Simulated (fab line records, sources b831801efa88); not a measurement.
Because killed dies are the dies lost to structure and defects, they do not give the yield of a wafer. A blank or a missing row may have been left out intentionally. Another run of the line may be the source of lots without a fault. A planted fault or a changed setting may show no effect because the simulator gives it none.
Struck lot and sound lot, side by side ; flow sfq-line ; 19 out of 325 route steps
Sound: wafers L845.1, L845.3, L845.4. Wafers struck: L853.2, L853.3, L853.5. The cause is named last.
Order at every step that has rows: each side's tool, ch and its chambers, its first start. Under that, the readings that differ: sound wafers ; struck wafers ; difference of the means ; sigmas: that difference in standard deviations of wafers without a fault.
alike: same words and numbers on both sides, and readings whose means sit less than 2 such deviations apart. not compared: any withheld reading, any reading some wafer has no value for, any bound like >300 that may hide the same value, and any number with overlapping values for which the record gives no deviation.
Wherever a step has rows on one side only, a row that says differs or no value, or a row with sigmas, the two part there. Non-overlapping numbers with no deviation appear without sigmas and do not part them. A reading missing from all wafers of one side parts the sides only when that side holds two or more wafers.

SFQ_M7_OVL_MEAS_945:
  sound: overlay-02 at day 69 02:33; struck: overlay-02 at day 73 03:34
  alike: M7_OVL
then, 1 step without rows for these wafers: SFQ_TRILAYER_M7_BARC_OPEN_METAL_ETCH_229 (etches BARC in O2, target depth 125 nm, time 41.7 s).
SFQ_TRILAYER_M7_ETCH_METAL_ETCH_180: etches Nb in Cl2/Ar, stops on SiO2, target depth 240 nm, time 120 s.
  sound on rie-metal-04 ch 0,1, day 69 02:38; struck on rie-metal-02 ch 0,1, day 73 03:39
  alike: drypump-motor-current-A, oes-product-au
  not compared: rf-hours-counter-h
SFQ_TRILAYER_M7_STRIP_STRIP_181: strips in O2.
  sound on rie-metal-04 ch 0,1, day 69 02:46; struck on rie-metal-02 ch 0,1, day 73 03:46
reading;sound;struck;difference;sigmas
oes-product-au (a.u.);1.012 1.010 1.025;0.991 0.990 0.990;-0.025;-3
  alike: drypump-motor-current-A
  not compared: rf-hours-counter-h
then, 1 step without rows for these wafers: SFQ_TRILAYER_M7_STRIP_SOLV_CLEAN_182 (cleans in NMP, time 600 s).
SFQ_TRILAYER_I7_DEP_PECVD_183: deposits SiO2 from SiH4/N2O, time 111.11 s, target thk 500 nm.
  sound on pecvd-01 ch 0,1,2, day 69 03:32; struck on pecvd-04 ch 0,2, day 73 04:33
  alike: heater-power-w, susceptor-temp-C, throttle-valve-pct
SFQ_TRILAYER_I7_CMP_CMP_184: polishes SiO2.
  sound on cmp-02 ch 1,2,3, day 69 08:54; struck on cmp-01 ch 1,3, day 73 06:33
  alike: motor-current-A, time-to-endpoint-s
SFQ_I7_BOW_MEAS_946:
  sound: film-metro-01 at day 69 11:54; struck: film-metro-02 at day 73 09:34
  alike: I7_BOW
SFQ_TRILAYER_I7_METRO_MEASURE_185:
  sound: film-metro-01 at day 69 12:01; struck: film-metro-02 at day 73 09:52
  alike: thk-nm
then, 3 steps without rows for these wafers: SFQ_TRILAYER_I7_VIA_LITHO_COAT_192 (resist thk 62 nm); SFQ_TRILAYER_I7_VIA_LITHO_COAT_187 (resist thk 650 nm); SFQ_TRILAYER_I7_VIA_LITHO_SOFTBAKE_191.
SFQ_TRILAYER_I7_VIA_LITHO_EXPOSE_188: exposes mask I7, target cd 1000 nm.
  sound on krf-scanner-02 ch 0, day 70 13:03; struck on krf-scanner-02 ch 0, day 73 14:50
  alike: mask
then, 2 steps without rows for these wafers: SFQ_TRILAYER_I7_VIA_LITHO_PEB_190 (peb time 60 s); SFQ_TRILAYER_I7_VIA_LITHO_DEVELOP_189 (time 60 s).
SFQ_I7_OVL_MEAS_947:
  sound: overlay-02 at day 70 14:33; struck: overlay-02 at day 73 16:08
  alike: I7_OVL
SFQ_TRILAYER_I7_VIA_BARC_OPEN_VIA_ETCH_260: etches BARC in O2, target depth 125 nm, time 41.7 s.
  sound on rie-diel-04 ch 0,1,2, day 70 14:35; struck on rie-diel-02 ch 0,1,2, day 73 16:10
reading;sound;struck;difference;sigmas
model.I7.cd-nm (nm);1002 1002 1001;1045 1033 1019;+31;
  alike: drypump-motor-current-A, oes-product-au
  not compared: rf-hours-counter-h
SFQ_TRILAYER_I7_VIA_ETCH_VIA_ETCH_190: etches SiO2 in CHF3, stops on Nb, target depth 260 nm.
  sound on rie-diel-04 ch 0,1,2, day 70 14:37; struck on rie-diel-02 ch 0,1,2, day 73 16:13
reading;sound;struck;difference;sigmas
model.I7.cd-nm (nm);1003 1002 1001;1045 1034 1019;+31;
  alike: drypump-motor-current-A, oes-product-au
then, 1 step without rows for these wafers: SFQ_TRILAYER_I7_VIA_STRIP_STRIP_191 (strips in O2).

== WHERE THEY PART ==
At SFQ_TRILAYER_M7_STRIP_STRIP_181 and nowhere else, as far as this record goes. Later steps at which nothing parts them and some readings are alike: SFQ_TRILAYER_I7_DEP_PECVD_183, SFQ_TRILAYER_I7_CMP_CMP_184, SFQ_I7_BOW_MEAS_946, SFQ_TRILAYER_I7_METRO_MEASURE_185, SFQ_TRILAYER_I7_VIA_LITHO_EXPOSE_188, SFQ_I7_OVL_MEAS_947, SFQ_TRILAYER_I7_VIA_BARC_OPEN_VIA_ETCH_260, SFQ_TRILAYER_I7_VIA_ETCH_VIA_ETCH_190.

WHY: the cause the simulator had injected
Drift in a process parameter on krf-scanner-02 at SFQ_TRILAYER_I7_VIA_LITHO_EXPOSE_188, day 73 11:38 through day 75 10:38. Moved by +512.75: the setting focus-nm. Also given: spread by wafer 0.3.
